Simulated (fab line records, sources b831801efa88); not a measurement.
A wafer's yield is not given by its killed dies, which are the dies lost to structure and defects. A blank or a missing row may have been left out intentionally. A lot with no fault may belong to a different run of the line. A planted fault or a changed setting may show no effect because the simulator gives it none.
Which tool did it? || flow sky130 || Sampling: 15 lots, 45 wafers, 2 of 708 route steps

## WHAT THE GAUGES SHOWED, per wafer
No reading from a measuring or inspecting step in the record can be judged against a usual standard deviation.

## WHAT TOOL EACH LOT RAN ON (gives the tool, then ch and the chambers of the sampled wafers, and finally the start)
{"lot": "L829", "SKY_METAL1_SOFTBAKE_11": "litho_track-02 ch 0, day 32 11:00", "SKY_PAD_OPEN_PROBE_99": "prober-02, day 46 01:26"}
{"lot": "L831", "SKY_METAL1_SOFTBAKE_11": "litho_track-02 ch 0, day 32 23:00", "SKY_PAD_OPEN_PROBE_99": "-"}
{"lot": "L832", "SKY_METAL1_SOFTBAKE_11": "litho_track-04 ch 0, day 33 05:00", "SKY_PAD_OPEN_PROBE_99": "-"}
{"lot": "L834", "SKY_METAL1_SOFTBAKE_11": "litho_track-03 ch 0, day 33 19:00", "SKY_PAD_OPEN_PROBE_99": "-"}
{"lot": "L835", "SKY_METAL1_SOFTBAKE_11": "litho_track-03 ch 0, day 34 12:00", "SKY_PAD_OPEN_PROBE_99": "prober-02, day 47 15:59"}
{"lot": "L836", "SKY_METAL1_SOFTBAKE_11": "litho_track-02 ch 0, day 34 14:00", "SKY_PAD_OPEN_PROBE_99": "-"}
{"lot": "L839", "SKY_METAL1_SOFTBAKE_11": "litho_track-03 ch 0, day 35 12:00", "SKY_PAD_OPEN_PROBE_99": "-"}
{"lot": "L842", "SKY_METAL1_SOFTBAKE_11": "litho_track-03 ch 0, day 36 12:00", "SKY_PAD_OPEN_PROBE_99": "prober-01, day 48 23:56"}
{"lot": "L843", "SKY_METAL1_SOFTBAKE_11": "litho_track-03 ch 0, day 36 16:00", "SKY_PAD_OPEN_PROBE_99": "prober-02, day 49 03:12"}
{"lot": "L844", "SKY_METAL1_SOFTBAKE_11": "litho_track-03 ch 0, day 37 01:00", "SKY_PAD_OPEN_PROBE_99": "prober-01, day 49 09:20"}
{"lot": "L848", "SKY_METAL1_SOFTBAKE_11": "litho_track-02 ch 0, day 38 07:00", "SKY_PAD_OPEN_PROBE_99": "-"}
{"lot": "L849", "SKY_METAL1_SOFTBAKE_11": "litho_track-04 ch 0, day 38 12:00", "SKY_PAD_OPEN_PROBE_99": "-"}
{"lot": "L850", "SKY_METAL1_SOFTBAKE_11": "litho_track-04 ch 0, day 38 18:00", "SKY_PAD_OPEN_PROBE_99": "-"}
{"lot": "L851", "SKY_METAL1_SOFTBAKE_11": "litho_track-04 ch 0, day 39 08:00", "SKY_PAD_OPEN_PROBE_99": "-"}
{"lot": "L852", "SKY_METAL1_SOFTBAKE_11": "litho_track-02 ch 0, day 39 09:00", "SKY_PAD_OPEN_PROBE_99": "-"}
- SKY_METAL1_SOFTBAKE_11: time 90 s.
- SKY_PAD_OPEN_PROBE_99

## AS READ BY THE TOOLS THEMSELVES (means over the sampled wafers that have a number; for cases with no such wafer, the mark the record gives instead)
SKY_METAL1_SOFTBAKE_11. Usual: heater_power_total_W 57.37 W, standard deviation 0.12; plate_temp_C 100.02 C, standard deviation 0.13; run_length_s 118.99 s, standard deviation 0.25.
{"lot": "L829", "tool": "litho_track-02", "heater_power_total_W (W)": 57.33, "plate_temp_C (C)": 100.02, "run_length_s (s)": 119.36, "flag": ""}
{"lot": "L831", "tool": "litho_track-02", "heater_power_total_W (W)": 57.34, "plate_temp_C (C)": 99.93, "run_length_s (s)": 119.24, "flag": ""}
{"lot": "L832", "tool": "litho_track-04", "heater_power_total_W (W)": 57.54, "plate_temp_C (C)": 99.93, "run_length_s (s)": 118.97, "flag": ""}
{"lot": "L834", "tool": "litho_track-03", "heater_power_total_W (W)": 57.43, "plate_temp_C (C)": 100.16, "run_length_s (s)": 118.76, "flag": ""}
{"lot": "L835", "tool": "litho_track-03", "heater_power_total_W (W)": 57.23, "plate_temp_C (C)": 100.01, "run_length_s (s)": 118.82, "flag": ""}
{"lot": "L836", "tool": "litho_track-02", "heater_power_total_W (W)": 57.28, "plate_temp_C (C)": 99.85, "run_length_s (s)": 119.28, "flag": ""}
{"lot": "L839", "tool": "litho_track-03", "heater_power_total_W (W)": 57.44, "plate_temp_C (C)": 100.10, "run_length_s (s)": 118.77, "flag": ""}
{"lot": "L842", "tool": "litho_track-03", "heater_power_total_W (W)": 58.54, "plate_temp_C (C)": "-", "run_length_s (s)": 113.97, "flag": "OFF"}
{"lot": "L843", "tool": "litho_track-03", "heater_power_total_W (W)": 58.61, "plate_temp_C (C)": "-", "run_length_s (s)": 113.90, "flag": "OFF"}
{"lot": "L844", "tool": "litho_track-03", "heater_power_total_W (W)": 58.34, "plate_temp_C (C)": "-", "run_length_s (s)": 114.05, "flag": "OFF"}
{"lot": "L848", "tool": "litho_track-02", "heater_power_total_W (W)": 57.31, "plate_temp_C (C)": 99.98, "run_length_s (s)": 119.29, "flag": ""}
{"lot": "L849", "tool": "litho_track-04", "heater_power_total_W (W)": 57.31, "plate_temp_C (C)": 99.94, "run_length_s (s)": 118.88, "flag": ""}
{"lot": "L850", "tool": "litho_track-04", "heater_power_total_W (W)": 57.35, "plate_temp_C (C)": 100.03, "run_length_s (s)": 118.91, "flag": ""}
{"lot": "L851", "tool": "litho_track-04", "heater_power_total_W (W)": 57.32, "plate_temp_C (C)": 99.94, "run_length_s (s)": 118.95, "flag": ""}
{"lot": "L852", "tool": "litho_track-02", "heater_power_total_W (W)": 57.32, "plate_temp_C (C)": 99.98, "run_length_s (s)": 119.40, "flag": ""}

SKY_PAD_OPEN_PROBE_99. Usual: defect_limited_yield 82.6 %, standard deviation 1.8; killed_at_M0_to_M3 43, standard deviation 6.6; killed_at_M4_up 3.4, standard deviation 1.8; killed_at_contacts 24, standard deviation 4.9; killed_at_front_end 15, standard deviation 4.1; killed_at_other 0.3, standard deviation 0.55; killed_dies 85, standard deviation 8.8; killed_open 46, standard deviation 6.1; killed_short 39, standard deviation 5.7; sort_bin_3_pad_short 0.9 %, standard deviation 0.41; sort_bin_5_function 10.1 %, standard deviation 1.5; sort_bin_6_memory 6.4 %, standard deviation 1; sort_n_pass 407, standard deviation 8.8; sort_yield_pct 82.6 %, standard deviation 1.8.
{"lot": "L829", "tool": "prober-02", "defect_limited_yield (%)": 80.6, "killed_at_M0_to_M3": 53, "killed_at_M4_up": 2.7, "killed_at_contacts": 21, "killed_at_front_end": 19, "killed_at_other": 0.7, "killed_dies": 95, "killed_open": 57, "killed_short": 39, "sort_bin_3_pad_short (%)": 1.1, "sort_bin_5_function (%)": 11.3, "sort_bin_6_memory (%)": 7.0, "sort_n_pass": 397, "sort_yield_pct (%)": 80.6, "flag": ""}
{"lot": "L835", "tool": "prober-02", "defect_limited_yield (%)": 82.9, "killed_at_M0_to_M3": 41, "killed_at_M4_up": 3.0, "killed_at_contacts": 25, "killed_at_front_end": 15, "killed_at_other": 0.3, "killed_dies": 84, "killed_open": 42, "killed_short": 41, "sort_bin_3_pad_short (%)": 0.7, "sort_bin_5_function (%)": 10.9, "sort_bin_6_memory (%)": 5.6, "sort_n_pass": 408, "sort_yield_pct (%)": 82.9, "flag": ""}
{"lot": "L842", "tool": "prober-01", "defect_limited_yield (%)": 82.6, "killed_at_M0_to_M3": 40, "killed_at_M4_up": 2.3, "killed_at_contacts": 24, "killed_at_front_end": 17, "killed_at_other": 1.3, "killed_dies": 85, "killed_open": 45, "killed_short": 39, "sort_bin_3_pad_short (%)": 0.9, "sort_bin_5_function (%)": 9.9, "sort_bin_6_memory (%)": 6.5, "sort_n_pass": 407, "sort_yield_pct (%)": 82.6, "flag": ""}
{"lot": "L843", "tool": "prober-02", "defect_limited_yield (%)": 80.8, "killed_at_M0_to_M3": 47, "killed_at_M4_up": 4.3, "killed_at_contacts": 23, "killed_at_front_end": 19, "killed_at_other": 0.7, "killed_dies": 94, "killed_open": 51, "killed_short": 43, "sort_bin_3_pad_short (%)": 0.5, "sort_bin_5_function (%)": 12.1, "sort_bin_6_memory (%)": 6.6, "sort_n_pass": 398, "sort_yield_pct (%)": 80.8, "flag": ""}
{"lot": "L844", "tool": "prober-01", "defect_limited_yield (%)": 82.7, "killed_at_M0_to_M3": 48, "killed_at_M4_up": 2.7, "killed_at_contacts": 22, "killed_at_front_end": 12, "killed_at_other": 0.0, "killed_dies": 85, "killed_open": 50, "killed_short": 35, "sort_bin_3_pad_short (%)": 0.7, "sort_bin_5_function (%)": 10.2, "sort_bin_6_memory (%)": 6.5, "sort_n_pass": 407, "sort_yield_pct (%)": 82.7, "flag": ""}

## THE ANSWER, worked out from the rows above alone
Rule: a lot counts as off when the mean over its wafers that have a number is more than 3 standard deviations away from the usual mean. A lot without any number at a reading at which 4 lots or more have one is off too. Where the step has rows for the other lots, those lots are counted as sound. Order of review: gauges by route order, followed by the tools' own readings, for which a lot's mean as printed above is used. At the first step where some lot is off, the reading lying furthest off is the one used; lots without a number count as furthest.
Off: L842, L843, L844 (SKY_METAL1_SOFTBAKE_11, plate_temp_C). Without a number there: L842, L843, L844.
If a tool, at that step or one of the process steps before it, ran each lot that is off and ran no sound lot following the first of them, it fits. One candidate fits, namely litho_track-03 at SKY_METAL1_SOFTBAKE_11. Its last sound lot is L839 (day 35 12:00), its first lot that is off L842 (day 36 12:00): a fault that began between those two fits.
The tool's own readings at SKY_METAL1_SOFTBAKE_11 bear it out: on the lots that are off they differ by more than 5 times the standard deviation of the sound lots' means. heater_power_total_W reads 58.50 W there against 57.35 W on the sound lots; run_length_s reads 113.97 s there against 119.05 s on the sound lots.
Blank at SKY_METAL1_SOFTBAKE_11 on the lots that are off, where sound lots have numbers: plate_temp_C.

## WHAT THE SIMULATOR HAD INSERTED
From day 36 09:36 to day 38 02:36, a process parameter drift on litho_track-03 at SKY_METAL1_SOFTBAKE_11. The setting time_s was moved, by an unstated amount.
Lots struck among those shown: L842, L843, L844. The same result came from the rule above.
